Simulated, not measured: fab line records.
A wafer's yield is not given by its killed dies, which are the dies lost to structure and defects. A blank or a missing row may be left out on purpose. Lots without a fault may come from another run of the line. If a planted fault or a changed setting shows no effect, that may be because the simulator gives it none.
fab line records | flow gf180mcu
[record] lots = 15 | wafers = 45 | last-day = 34
route steps=602 shown MVSD@73 VT_IMPLANT@115 HV_LDD@183
lots that met no fault: from a run of the same line without faults
start-h: the number of hours between the record's first day and the start of the first shown wafer of the lot | wait-h: how many hours have passed since the lot's step before this one | " as in the row above | L1.1+2: several wafers, shown together as one row | - no value, or no start given | * or withheld: withheld | < > ~ a bound
route shown NAME@n: a module of which the file shows steps, and the number in the route of the first | usual: mean/standard deviation of fault-free wafers | same: alike in all rows | chamber/n: place in a boat | sites: readings site by site | _std_site: how widely they spread, as a standard deviation | _edge_site: mean of outer sites minus mean of inner sites | radius-mm: how far each site lies from the wafer's centre | mask NAME#n: copy n | behind: the tool/chamber that last shaped the wafer | hold: the reason the lot was held/the length of the hold in hours/how it ended | device: names the non-switching transistor (n, p or np) | end of line: at the end of the route, the tests of the same wafers | for a step that has no rows: nothing shown but its recipe | killed: dies that structure and defects cost at the first sort, which is not the same as the wafer's yield | map: a wafer's dies, marking killed ones x, the rest . and places with no die _
set.NAME: the setting the step ran with; set.NAME@STEP: the setting that earlier step ran with | model.NAME: the simulator's own value behind a step, which no gauge read
the route's steps for a sample of lots (tables are steps, rows are wafers)
services: the hour from which a tool's chamber was out of use, counted from the record's first day as start-h (under 0 if before that day), plus the number of hours and why
[[steps]]
[step GF_MVSD_OVL_MEAS_07]
[usual] MVSD_OVL = -1.1/1.4
lot.wafer | tool       | chamber | start-h | wait-h | MVSD_OVL[nm]
L998.1    | overlay-01 | -       | 84.48   | -      | -1.0
L998.2    | "          | -       | "       | "      | -1.8
L998.5    | "          | -       | "       | "      | -1.6
L999.1    | overlay-02 | -       | 87.74   | -      | -2.8
L999.4    | "          | -       | "       | "      | -2.8
L999.6    | "          | -       | "       | "      | -1.5
L100.1    | overlay-02 | -       | 93.48   | -      | -2.6
L100.3    | "          | -       | "       | "      | -1.7
L100.5    | "          | -       | "       | "      | -2.1
L101.1    | overlay-01 | -       | 99.88   | -      | -0.3
L101.2    | "          | -       | "       | "      | -1.2
L101.4    | "          | -       | "       | "      | -0.2
L103.2    | overlay-02 | -       | 109.55  | -      | 0.8
L103.4    | "          | -       | "       | "      | 0.9
L103.6    | "          | -       | "       | "      | -0.3
L104.1    | overlay-02 | -       | 116.74  | -      | 1.4
L104.3    | "          | -       | "       | "      | 0.1
L104.5    | "          | -       | "       | "      | 0.0
L105.1    | overlay-02 | -       | 122.63  | -      | -4.5
L105.2    | "          | -       | "       | "      | -0.7
L105.5    | "          | -       | "       | "      | -2.5
L109.4    | overlay-01 | -       | 146.06  | -      | 0.1
L109.5    | "          | -       | "       | "      | -2.5
L109.6    | "          | -       | "       | "      | -2.2
L112.2    | overlay-01 | -       | 163.92  | -      | -3.0
L112.4    | "          | -       | "       | "      | -2.3
L112.6    | "          | -       | "       | "      | -2.3
L113.1    | overlay-02 | -       | 168.37  | -      | -2.1
L113.3    | "          | -       | "       | "      | -2.8
L113.4    | "          | -       | "       | "      | -1.4
L114.1    | overlay-02 | -       | 175.13  | -      | -1.5
L114.3    | "          | -       | "       | "      | -2.4
L114.6    | "          | -       | "       | "      | -1.1
L117.3    | overlay-02 | -       | 195.68  | -      | -0.6
L117.5    | "          | -       | "       | "      | 0.3
L117.6    | "          | -       | "       | "      | -1.8
L118.4    | overlay-01 | -       | 198.93  | -      | -0.8
L118.5    | "          | -       | "       | "      | -1.1
L118.6    | "          | -       | "       | "      | -0.6
L119.1    | overlay-02 | -       | 205.99  | -      | -0.8
L119.3    | "          | -       | "       | "      | -0.3
L119.4    | "          | -       | "       | "      | -0.9
L121.2    | overlay-02 | -       | 218.49  | -      | -1.8
L121.3    | "          | -       | "       | "      | -2.6
L121.6    | "          | -       | "       | "      | -1.1
[step GF_VT_IMPLANT_SOFTBAKE_25]
[recipe] temp-c = 90 | time-s = 60 | resist = NOVOLAK
[usual] exhaust-pa = 45.3/0.81 | heater-power-total-W = 56.59/0.046 | run-length-s = 89.01/0.24
lot.wafer | tool           | chamber | start-h | wait-h | exhaust-pa | heater-power-total-W | run-length-s
L998.1    | litho-track-01 | 0       | 135.42  | 0.1    | 46.1       | 56.54                | 88.81
L998.2    | "              | 0       | "       | "      | 45.9       | 56.56                | 88.70
L998.5    | "              | 0       | "       | "      | 44.1       | 56.67                | 88.75
L999.1    | litho-track-01 | 0       | 138.87  | 0.1    | 45.0       | 56.66                | 89.07
L999.4    | "              | 0       | "       | "      | 45.9       | 56.59                | 88.73
L999.6    | "              | 0       | "       | "      | 45.8       | 56.51                | 88.70
L100.1    | litho-track-01 | 0       | 145.12  | 0.1    | 45.4       | 56.58                | 88.91
L100.3    | "              | 0       | "       | "      | 45.8       | 56.55                | 88.73
L100.5    | "              | 0       | "       | "      | 45.0       | 56.58                | 88.91
L101.1    | litho-track-01 | 0       | 151.62  | 0.1    | 45.1       | 56.57                | 88.94
L101.2    | "              | 0       | "       | "      | 46.6       | 56.63                | 88.84
L101.4    | "              | 0       | "       | "      | 45.0       | 56.67                | 88.71
L103.2    | litho-track-04 | 0       | 164.01  | 0.1    | 45.5       | 56.50                | 89.42
L103.4    | "              | 0       | "       | "      | 45.8       | 56.60                | 89.38
L103.6    | "              | 0       | "       | "      | 46.8       | 56.61                | 89.27
L104.1    | litho-track-01 | 0       | 171.87  | 0.1    | 45.6       | 57.85                | 84.75
L104.3    | "              | 0       | "       | "      | 46.7       | 57.85                | 85.05
L104.5    | "              | 0       | "       | "      | 45.9       | 57.86                | 84.95
L105.1    | litho-track-01 | 0       | 177.32  | 0.1    | 45.9       | 57.77                | 84.96
L105.2    | "              | 0       | "       | "      | 44.4       | 57.86                | 84.73
L105.5    | "              | 0       | "       | "      | 43.4       | 57.85                | 84.77
L109.4    | litho-track-01 | 0       | 204.09  | 0.1    | 45.2       | 57.72                | 84.89
L109.5    | "              | 0       | "       | "      | 45.6       | 57.80                | 84.75
L109.6    | "              | 0       | "       | "      | 45.0       | 57.84                | 85.11
L112.2    | litho-track-04 | 0       | 224.71  | 0.1    | 45.3       | 56.57                | 89.34
L112.4    | "              | 0       | "       | "      | 45.9       | 56.62                | 89.41
L112.6    | "              | 0       | "       | "      | 45.7       | 56.66                | 89.34
L113.1    | litho-track-04 | 0       | 229.13  | 0.1    | 45.0       | 56.56                | 89.43
L113.3    | "              | 0       | "       | "      | 46.4       | 56.59                | 89.30
L113.4    | "              | 0       | "       | "      | 46.4       | 56.52                | 89.39
L114.1    | litho-track-03 | 0       | 237.91  | 0.1    | 45.8       | 56.61                | 88.99
L114.3    | "              | 0       | "       | "      | 44.6       | 56.58                | 88.72
L114.6    | "              | 0       | "       | "      | 46.0       | 56.57                | 88.98
L117.3    | litho-track-01 | 0       | 258.67  | 0.1    | 45.6       | 56.58                | 88.98
L117.5    | "              | 0       | "       | "      | 46.1       | 56.57                | 88.76
L117.6    | "              | 0       | "       | "      | 45.9       | 56.58                | 88.95
L118.4    | litho-track-04 | 0       | 262.36  | 0.1    | 44.7       | 56.63                | 89.53
L118.5    | "              | 0       | "       | "      | 45.1       | 56.71                | 89.42
L118.6    | "              | 0       | "       | "      | 45.5       | 56.58                | 89.25
L119.1    | litho-track-04 | 0       | 271.78  | 0.1    | 47.4       | 56.58                | 89.32
L119.3    | "              | 0       | "       | "      | 46.9       | 56.63                | 89.23
L119.4    | "              | 0       | "       | "      | 46.3       | 56.65                | 89.33
L121.2    | litho-track-03 | 0       | 286.18  | 0.1    | 45.8       | 56.58                | 89.08
L121.3    | "              | 0       | "       | "      | 45.5       | 56.54                | 88.84
L121.6    | "              | 0       | "       | "      | 47.0       | 56.58                | 88.74
[step GF_HV_LDD_CD_MEAS_07]
[recipe] target-cd-nm = 400
[usual] cd-nm = 399.9/2.9
lot.wafer | tool      | chamber | start-h | wait-h | cd-nm
L998.1    | cd-sem-01 | -       | 217.59  | 0.1    | 398.1
L998.2    | "         | -       | "       | "      | 396.7
L998.5    | "         | -       | "       | "      | 399.5
L999.1    | cd-sem-01 | -       | 223.64  | 0.1    | 404.4
L999.4    | "         | -       | "       | "      | 402.7
L999.6    | "         | -       | "       | "      | 407.3
L100.1    | cd-sem-01 | -       | 228.02  | 0.1    | 401.2
L100.3    | "         | -       | "       | "      | 401.6
L100.5    | "         | -       | "       | "      | 402.0
L101.1    | cd-sem-01 | -       | 235.46  | 0.1    | 400.4
L101.2    | "         | -       | "       | "      | 399.0
L101.4    | "         | -       | "       | "      | 398.4
L103.2    | cd-sem-01 | -       | 252.59  | 0.1    | 397.3
L103.4    | "         | -       | "       | "      | 397.1
L103.6    | "         | -       | "       | "      | 396.3
L104.1    | cd-sem-02 | -       | 259.53  | 0.2    | 395.8
L104.3    | "         | -       | "       | "      | 395.2
L104.5    | "         | -       | "       | "      | 395.7
L105.1    | cd-sem-02 | -       | 262.91  | 0.1    | 401.9
L105.2    | "         | -       | "       | "      | 401.2
L105.5    | "         | -       | "       | "      | 401.8
L109.4    | cd-sem-02 | -       | 296.65  | 0.1    | 401.4
L109.5    | "         | -       | "       | "      | 398.8
L109.6    | "         | -       | "       | "      | 396.1
L112.2    | cd-sem-02 | -       | 319.13  | 0.1    | 397.5
L112.4    | "         | -       | "       | "      | 398.0
L112.6    | "         | -       | "       | "      | 397.9
L113.1    | cd-sem-01 | -       | 324.51  | 0.1    | 399.3
L113.3    | "         | -       | "       | "      | 397.7
L113.4    | "         | -       | "       | "      | 397.8
L114.1    | cd-sem-01 | -       | 337.74  | 0.1    | 399.6
L114.3    | "         | -       | "       | "      | 402.0
L114.6    | "         | -       | "       | "      | 399.7
L117.3    | cd-sem-02 | -       | 359.80  | 0.1    | 404.3
L117.5    | "         | -       | "       | "      | 403.3
L117.6    | "         | -       | "       | "      | 404.0
L118.4    | cd-sem-02 | -       | 365.77  | 0.1    | 401.4
L118.5    | "         | -       | "       | "      | 400.7
L118.6    | "         | -       | "       | "      | 403.3
L119.1    | cd-sem-01 | -       | 372.21  | 0.1    | 398.8
L119.3    | "         | -       | "       | "      | 399.7
L119.4    | "         | -       | "       | "      | 398.5
L121.2    | cd-sem-01 | -       | 391.13  | 0.1    | 396.8
L121.3    | "         | -       | "       | "      | 396.2
L121.6    | "         | -       | "       | "      | 394.7
[step GF_HV_LDD_TW_MEAS_23]
[usual] HV_LDD_2_TW = 1064/5.5
lot.wafer | tool          | chamber | start-h | wait-h | HV_LDD_2_TW
L998.1    | film-metro-01 | -       | 236.17  | 0.1    | 1056
L998.2    | "             | -       | "       | "      | 1061
L998.5    | "             | -       | "       | "      | 1054
L999.1    | film-metro-01 | -       | 241.20  | 0.1    | 1073
L999.4    | "             | -       | "       | "      | 1068
L999.6    | "             | -       | "       | "      | 1070
L100.1    | film-metro-01 | -       | 247.47  | 0.1    | 1064
L100.3    | "             | -       | "       | "      | 1067
L100.5    | "             | -       | "       | "      | 1069
L101.1    | film-metro-03 | -       | 255.05  | 0.1    | 1057
L101.2    | "             | -       | "       | "      | 1056
L101.4    | "             | -       | "       | "      | 1062
L103.2    | film-metro-03 | -       | 272.53  | 0.1    | 1069
L103.4    | "             | -       | "       | "      | 1067
L103.6    | "             | -       | "       | "      | 1074
L104.1    | film-metro-01 | -       | 279.57  | 0.1    | 1068
L104.3    | "             | -       | "       | "      | 1065
L104.5    | "             | -       | "       | "      | 1066
L105.1    | film-metro-03 | -       | 283.27  | 0.1    | 1066
L105.2    | "             | -       | "       | "      | 1067
L105.5    | "             | -       | "       | "      | 1064
L109.4    | film-metro-03 | -       | 317.42  | 0.1    | 1062
L109.5    | "             | -       | "       | "      | 1053
L109.6    | "             | -       | "       | "      | 1052
L112.2    | film-metro-01 | -       | 341.75  | 0.1    | 1065
L112.4    | "             | -       | "       | "      | 1066
L112.6    | "             | -       | "       | "      | 1062
L113.1    | film-metro-01 | -       | 347.21  | 0.1    | 1066
L113.3    | "             | -       | "       | "      | 1062
L113.4    | "             | -       | "       | "      | 1064
L114.1    | film-metro-03 | -       | 360.46  | 0.1    | 1065
L114.3    | "             | -       | "       | "      | 1060
L114.6    | "             | -       | "       | "      | 1053
L117.3    | film-metro-01 | -       | 383.34  | 0.1    | 1062
L117.5    | "             | -       | "       | "      | 1060
L117.6    | "             | -       | "       | "      | 1057
L118.4    | film-metro-03 | -       | 388.64  | 0.1    | 1057
L118.5    | "             | -       | "       | "      | 1061
L118.6    | "             | -       | "       | "      | 1062
L119.1    | film-metro-04 | -       | 394.64  | 0.1    | 1059
L119.3    | "             | -       | "       | "      | 1068
L119.4    | "             | -       | "       | "      | 1061
L121.2    | film-metro-01 | -       | 414.83  | 0.1    | 1063
L121.3    | "             | -       | "       | "      | 1067
L121.6    | "             | -       | "       | "      | 1069
[[services]]
tool           | chamber | start-h | hours | kind
litho-track-01 | -       | 246.87  | -     | consumable-replace:filter
[[key]]
[first-sign] step = GF_VT_IMPLANT_SOFTBAKE_25 | reading = heater-power-total-W | direction = up | sigmas = 27 | usual = 56.59 | struck = 57.82
[effect] step = GF_VT_IMPLANT_SOFTBAKE_25 | reading = run-length-s | direction = down | sigmas = 17 | usual = * | struck = *
met-at GF_VT_IMPLANT_SOFTBAKE_25
struck-lots L104,L105,L109
tester-left-out L104,L105,L109
not-acting-at GF_MVSD_OVL_MEAS_07,GF_HV_LDD_CD_MEAS_07,GF_HV_LDD_TW_MEAS_23
onset-between 151.62 171.87
[fault] kind = process-parameter-drift | tool = litho-track-01 | chamber = - | onset-h = 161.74 | steps = GF_VT_IMPLANT_SOFTBAKE_25 | channel = time-s | offset = * | shape = step | end-h = 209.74 | acts-in = * | stated = *
// tester-left-out: of these lots the tester's yield and bins aren't shown, on N5 and GAA mostly nor the transistor test; their killed dies are dies lost to structure and defects alone, not to doping, threshold or leakage, so they don't give the yield
